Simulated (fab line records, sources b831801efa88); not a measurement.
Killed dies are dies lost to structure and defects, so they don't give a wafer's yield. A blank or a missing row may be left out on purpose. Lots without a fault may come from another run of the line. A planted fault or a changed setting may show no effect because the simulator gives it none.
fab line records | flow sky130
record lots=5 wafers=23
route steps=708 shown VIA3@594 CAP2M@616 METAL4@624 VIA4@641 METAL5@661
start_h: hours from the record's first day to the start of the lot's first wafer shown | wait_h: hours since the lot's step before | " the same as in the row above | L1.1+2: a row that stands for several wafers | - no value, or no start given | * or withheld: withheld | < > ~ a bound
route shown NAME@n: a module of which the file shows steps, and the number in the route of the first | usual: mean/standard deviation of fault-free wafers | same: alike in all rows | chamber/n: place in a boat | sites: the reading at each site | _std_site: their standard deviation | _edge_site: outer sites' mean less inner sites' | radius_mm: how far each site lies from the wafer's centre | mask NAME#n: copy n | behind: the tool/chamber that last shaped the wafer | hold: why the lot was held/for how many hours/how that ended | device: the transistor (n, p or np) that didn't switch | end of line: the same wafers' tests at the end of the route | a step without rows: its recipe alone | killed: dies lost to structure and defects at the first sort, not the wafer's yield | map: a wafer's dies, x killed, . not, _ none there
set.NAME: the setting as run; set.NAME@STEP: as run at that earlier step | model.NAME: the simulator's own value behind a step, which no gauge read
lots whose settings were changed on purpose; a table a step, a row a wafer
## steps
# step SKY_VIA3_CVD_21
# recipe material=W target_thk_nm=390 time_s=117.31 temp_c=400 pressure_torr=40
# columns lot.wafer tool chamber start_h wait_h set.pressure_torr model.W_of_VIA3_CVD_21.thk_nm
L075.1 cvd_w-02 0 932.01 0.0 37.08 373.7
L075.2 " 1 " " 37.08 372.2
L075.3 " 1 " " 37.08 371.3
L075.4 " 0 " " 37.08 373
L075.5 " 0 " " 37.08 377.3
L078.2 cvd_w-01 0 961.32 0.0 34.29 358.6
L078.3 " 1 " " 34.29 359.4
L078.4 " 0 " " 34.29 357.2
L078.5 " 0 " " 34.29 358.8
L078.6 " 1 " " 34.29 363.7
L079.2 cvd_w-02 1 968.28 0.0 40 382.8
L079.3 " 0 " " 40 384.9
L079.4 " 1 " " 40 390.4
L079.5 " 1 " " 40 383.5
L079.6 " 0 " " 40 387.5
L080.2 cvd_w-02 1 976.28 0.0 44.71 406.1
L080.3 " 0 " " 44.71 411
L080.4 " 1 " " 44.71 410.3
L080.5 " 0 " " 44.71 413.4
L080.6 " 1 " " 44.71 411.9
L084.1 cvd_w-01 1 1005.05 0.0 40 390.3
L084.3 " 1 " " 40 388.3
L084.6 " 0 " " 40 384.8
# step SKY_VIA3_RS_MEAS_22
# recipe thk_meas_gauge=four-point-probe reads=W_of_VIA3_CVD_21+TiN_of_VIA3_SPUTTER_20
# usual VIA3_W_RS=0.2958/0.0027
# columns lot.wafer tool chamber start_h wait_h set.pressure_torr@VIA3_CVD_21 VIA3_W_RS[ohm/sq]
L075.1 film_metro-03 - 932.13 0.1 37.08 0.3062
L075.2 " - " " 37.08 0.3073
L075.3 " - " " 37.08 0.3080
L075.4 " - " " 37.08 0.3075
L075.5 " - " " 37.08 0.3036
L078.2 film_metro-02 - 961.46 0.1 34.29 0.3195
L078.3 " - " " 34.29 0.3195
L078.4 " - " " 34.29 0.3215
L078.5 " - " " 34.29 0.3204
L078.6 " - " " 34.29 0.3153
L079.2 film_metro-04 - 968.42 0.1 40 0.2992
L079.3 " - " " 40 0.2982
L079.4 " - " " 40 0.2935
L079.5 " - " " 40 0.2989
L079.6 " - " " 40 0.2960
L080.2 film_metro-03 - 976.42 0.1 44.71 0.2817
L080.3 " - " " 44.71 0.2787
L080.4 " - " " 44.71 0.2790
L080.5 " - " " 44.71 0.2775
L080.6 " - " " 44.71 0.2777
L084.1 film_metro-04 - 1005.18 0.1 40 0.2935
L084.3 " - " " 40 0.2958
L084.6 " - " " 40 0.2979
# step SKY_VIA3_THK_MEAS_23
# recipe thk_meas_gauge=xrf reads=W_of_VIA3_CVD_21
# usual VIA3_W_THK=383/5.4
# columns lot.wafer tool chamber start_h wait_h set.pressure_torr@VIA3_CVD_21 VIA3_W_THK[nm]
L075.1 film_metro-03 - 932.25 0.1 37.08 368
L075.2 " - " " 37.08 367
L075.3 " - " " 37.08 366
L075.4 " - " " 37.08 364
L075.5 " - " " 37.08 370
L078.2 film_metro-02 - 961.57 0.1 34.29 355
L078.3 " - " " 34.29 356
L078.4 " - " " 34.29 353
L078.5 " - " " 34.29 359
L078.6 " - " " 34.29 363
L079.2 film_metro-04 - 968.53 0.1 40 376
L079.3 " - " " 40 378
L079.4 " - " " 40 383
L079.5 " - " " 40 377
L079.6 " - " " 40 381
L080.2 film_metro-03 - 976.53 0.1 44.71 403
L080.3 " - " " 44.71 404
L080.4 " - " " 44.71 403
L080.5 " - " " 44.71 406
L080.6 " - " " 44.71 408
L084.1 film_metro-04 - 1005.30 0.1 40 387
L084.3 " - " " 40 384
L084.6 " - " " 40 380
# step SKY_CAP2M_METAL_ETCH_13
# recipe target_depth_nm=220 stop_on=SiO2 chemistry=Cl2/BCl3 target=TiN pressure_mtorr=10 icp_w=900 bias_w=48.5 Cl2_flow_sccm=60 bcl3_flow_sccm=30 time_s=62.9
# columns lot.wafer tool chamber start_h wait_h set.icp_w model.NOVOLAK_of_CAP2M_COAT_07.thk_nm
L075.1 rie_metal-02 1 957.46 0.0 994.5 981.2
L075.2 " 1 " " 900 992.9
L075.3 " 1 " " 900 995.8
L075.4 " 1 " " 994.5 982.9
L075.5 " 1 " " 900 993.4
L078.2 rie_metal-04 0 986.51 0.0 900 997.8
L078.3 " 1 " " 937.6 991.6
L078.4 " 0 " " 937.6 991.8
L078.5 " 0 " " 937.6 993.3
L078.6 " 1 " " 900 993.4
L079.2 rie_metal-02 0 992.30 0.0 900 991.8
L079.3 " 0 " " 796 1007
L079.4 " 0 " " 900 994.2
L079.5 " 0 " " 796 1008
L079.6 " 0 " " 796 1011
L080.2 rie_metal-03 0 1000.28 0.0 935.5 987.4
L080.3 " 0 " " 900 994
L080.4 " 1 " " 900 991.9
L080.5 " 1 " " 900 993
L080.6 " 0 " " 935.5 987.2
L084.1 rie_metal-02 0 1029.16 0.0 900 990.9
L084.3 " 0 " " 900 991
L084.6 " 1 " " 900 992.7
# step SKY_CAP2M_STRIP_14
# recipe chemistry=O2/N2 power_w=1400 pressure_mtorr=1500 platen_temp_c=withheld o2_flow_sccm=3000 n2_flow_sccm=300 overash_fraction=0.5
# usual strip_time_to_endpoint_s=12.65/0.039
# columns lot.wafer tool chamber start_h wait_h set.icp_w@CAP2M_METAL_ETCH_13 strip_time_to_endpoint_s
L075.1 plasma_asher-04 0 957.62 0.1 994.5 12.52
L075.2 " 1 " " 900 12.65
L075.3 " 1 " " 900 12.67
L075.4 " 0 " " 994.5 12.54
L075.5 " 0 " " 900 12.66
L078.2 plasma_asher-03 0 986.59 0.1 900 12.69
L078.3 " 1 " " 937.6 12.64
L078.4 " 0 " " 937.6 12.64
L078.5 " 0 " " 937.6 12.65
L078.6 " 1 " " 900 12.66
L079.2 plasma_asher-03 0 992.43 0.1 900 12.64
L079.3 " 0 " " 796 12.80
L079.4 " 1 " " 900 12.67
L079.5 " 0 " " 796 12.82
L079.6 " 1 " " 796 12.78
L080.2 plasma_asher-04 1 1000.36 0.1 935.5 12.58
L080.3 " 1 " " 900 12.67
L080.4 " 0 " " 900 12.65
L080.5 " 1 " " 900 12.65
L080.6 " 0 " " 935.5 12.58
L084.1 plasma_asher-01 1 1029.24 0.1 900 12.61
L084.3 " 1 " " 900 12.63
L084.6 " 0 " " 900 12.65
# step SKY_METAL4_COAT_08
# recipe resist=KrF-thick spin_rpm=3000 resist_thk_nm=1140
# columns lot.wafer tool chamber start_h wait_h set.resist_thk_nm model.KrF-thick_of_METAL4_COAT_08.thk_nm
L075.1+3 litho_track-04 0 - - 1140 1144
L075.2 " 0 " " 1140 1146
L075.4 " 0 " " 1140 1148
L075.5 " 0 " " 1140 1147
L078.2 litho_track-04 0 - - 1140 1142
L078.3 " 0 " " 1158 1163
L078.4 " 0 " " 1158 1155
L078.5 " 0 " " 1140 1141
L078.6 " 0 " " 1158 1158
L079.2 litho_track-04 0 - - 1140 1142
L079.3 " 0 " " 1140 1141
L079.4 " 0 " " 1140 1143
L079.5 " 0 " " 1197 1202
L079.6 " 0 " " 1197 1200
L080.2 litho_track-02 0 - - 1168 1161
L080.3 " 0 " " 1168 1168
L080.4 " 0 " " 1140 1138
L080.5 " 0 " " 1140 1135
L080.6 " 0 " " 1140 1137
L084.1+6 litho_track-03 0 - - 1140 1143
L084.3 " 0 " " 1140 1141
# step SKY_VIA4_CMP_02
# recipe material=SiO2 down_force_psi=4 platen_rpm=60 pad_velocity_m_s=0.94248
# columns lot.wafer tool chamber start_h wait_h set.leave_above_ref_nm model.SiO2_of_VIA4_HDPCVD_00.thk_nm
L075.1 cmp-01 1 983.59 0.1 580 -
L075.4 " 2 " " 555.3 553.4
L075.2 " 3 " " 555.3 553.5
L075.3 " 0 " " 555.3 -
L075.5 " 2 " " 580 577.5
L078.2+4 cmp-01 3,2 1014.60 2.4 580 -
L078.3 " 1 " " 580 579.8
L078.5 " 3 " " 563 562.2
L078.6 " 0 " " 563 562.9
L079.2 cmp-01 1 1018.23 0.0 538 536.7
L079.3+6 " 2 " " 580 -
L079.4 " 3 " " 580 579.8
L079.5 " 1 " " 538 538.1
L080.2+5 cmp-01 3,0 1023.98 0.3 580 -
L080.3 " 0 " " 580 579.4
L080.4 " 1 " " 603.1 -
L080.6 " 3 " " 603.1 602.5
L084.3 cmp-01 1 1053.26 0.0 580 580.7
L084.1 " 2 " " 580 579.5
L084.6 " 1 " " 580 580.9
# step SKY_VIA4_ETCH_12
# recipe target=SiO2 chemistry=C4F8/O2/Ar stop_on=TiN mask_material=NOVOLAK source_w=1500 bias_w=1200 pressure_mtorr=40 c4f8_flow_sccm=withheld O2_flow_sccm=6 Ar_flow_sccm=300 time_s=withheld target_depth_a=5800
# usual oes_product_au=0.926/0.0046
# columns lot.wafer tool chamber start_h wait_h set.source_w set.leave_above_ref_nm@VIA4_CMP_02 oes_product_au model.etch.depth_nm model.VIA4.feature_depth_nm
L075.1 rie_diel-02 0 1007.24 0.0 1500 580 0.921 - 578.8
L075.2 " 3 " " 1440 555.3 0.910 553.5 553.5
L075.3 " 2 " " 1440 555.3 0.910 - 555.3
L075.4 " 1 " " 1500 555.3 0.904 553.4 553.4
L075.5 " 1 " " 1500 580 0.923 577.5 577.5
L078.2 rie_diel-03 3 1037.28 0.0 1500 580 0.918 - 579.3
L078.3 " 2 " " 1399 580 0.930 579.8 579.8
L078.4 " 0 " " 1500 580 0.931 - 578
L078.5 " 2 " " 1500 563 0.907 - 562.2
L078.6 " 3 " " 1399 563 0.910 - 562.9
L079.2 rie_diel-01 1 1041.42 0.0 1639 538 0.878 536.7 537.5
L079.3 " 0 " " 1500 580 0.923 - 578.6
L079.4 " 2 " " 1500 580 0.931 579.8 579.8
L079.5 " 0 " " 1639 538 0.888 538.1 538.9
L079.6 " 1 " " 1639 580 0.928 - 580.1
L080.2 rie_diel-01 0 1046.58 0.0 1500 580 0.929 - 579.5
L080.3 " 1 " " 1384 580 0.933 - 579.4
L080.4 " 3 " " 1384 603.1 0.949 - 602.5
L080.5 " 2 " " 1500 580 0.929 - 580.1
L080.6 " 1 " " 1500 603.1 0.940 - 602.5
L084.1 rie_diel-03 2 1074.32 0.0 1500 580 0.926 579.5 579.5
L084.3 " 0 " " 1500 580 0.925 580.7 580.7
L084.6 " 1 " " 1500 580 0.921 580.9 580.9
# step SKY_METAL5_SPUTTER_00
# recipe material=Ti target_thk_nm=15 power_w=3000 time_s=10 chamber_pressure_pa=0.4
# columns lot.wafer tool chamber start_h wait_h set.time_s model.Ti_of_METAL5_SPUTTER_00.thk_nm
L075.1 pvd_sputter-04 - 1008.64 0.2 10.79 16.52
L075.2 " - " " 10 15.11
L075.3 " - " " 10.79 16.46
L075.4 " - " " 10 15.08
L075.5 " - " " 10 15.26
L078.2 pvd_sputter-04 - 1038.64 0.2 9.146 13.56
L078.3 " - " " 10 14.8
L078.4 " - " " 9.146 13.77
L078.5 " - " " 10 15.1
L078.6 " - " " 10 15.23
L079.2 pvd_sputter-03 - 1042.93 0.1 10 14.94
L079.3 " - " " 10.97 16.3
L079.4 " - " " 10 14.84
L079.5 " - " " 10 14.79
L079.6 " - " " 10.97 16.44
L080.2 pvd_sputter-04 - 1048.31 0.1 8.968 13.57
L080.3 " - " " 10 15.22
L080.4 " - " " 8.968 13.8
L080.5 " - " " 8.968 13.48
L080.6 " - " " 10 15.3
L084.1 pvd_sputter-04 - 1075.69 0.2 10 15.02
L084.3 " - " " 10 14.93
L084.6 " - " " 10 14.97
## key
split step=SKY_VIA3_CVD_21 setting=pressure_torr stated=40 by=lot
response step=SKY_VIA3_CVD_21 reading=model.W_of_VIA3_CVD_21.thk_nm change=+1.94 per=1% r=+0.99
response step=SKY_VIA3_RS_MEAS_22 reading=VIA3_W_RS change=-0.00153 per=1% r=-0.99
response step=SKY_VIA3_THK_MEAS_23 reading=VIA3_W_THK change=+1.85 per=1% r=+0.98
split step=SKY_CAP2M_METAL_ETCH_13 setting=icp_w stated=900 by=wafer
response step=SKY_CAP2M_METAL_ETCH_13 reading=model.NOVOLAK_of_CAP2M_COAT_07.thk_nm change=-1.24 per=1% r=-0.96
response step=SKY_CAP2M_STRIP_14 reading=strip_time_to_endpoint_s change=* per=1% r=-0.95
split step=SKY_METAL4_COAT_08 setting=resist_thk_nm stated=1140 by=wafer
response step=SKY_METAL4_COAT_08 reading=model.KrF-thick_of_METAL4_COAT_08.thk_nm change=+11.7 per=1% r=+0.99
split step=SKY_VIA4_CMP_02 setting=leave_above_ref_nm stated=580 by=wafer
response step=SKY_VIA4_CMP_02 reading=model.SiO2_of_VIA4_HDPCVD_00.thk_nm change=+5.8 per=1% r=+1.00
response step=SKY_VIA4_ETCH_12 reading=oes_product_au change=+0.00514 per=1% r=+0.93
response step=SKY_VIA4_ETCH_12 reading=model.etch.depth_nm change=+5.8 per=1% r=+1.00
response step=SKY_VIA4_ETCH_12 reading=model.VIA4.feature_depth_nm change=+5.69 per=1% r=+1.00
split step=SKY_VIA4_ETCH_12 setting=source_w stated=1500 by=wafer
response none clear
split step=SKY_METAL5_SPUTTER_00 setting=time_s stated=10 by=wafer
response step=SKY_METAL5_SPUTTER_00 reading=model.Ti_of_METAL5_SPUTTER_00.thk_nm change=+0.161 per=1% r=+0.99
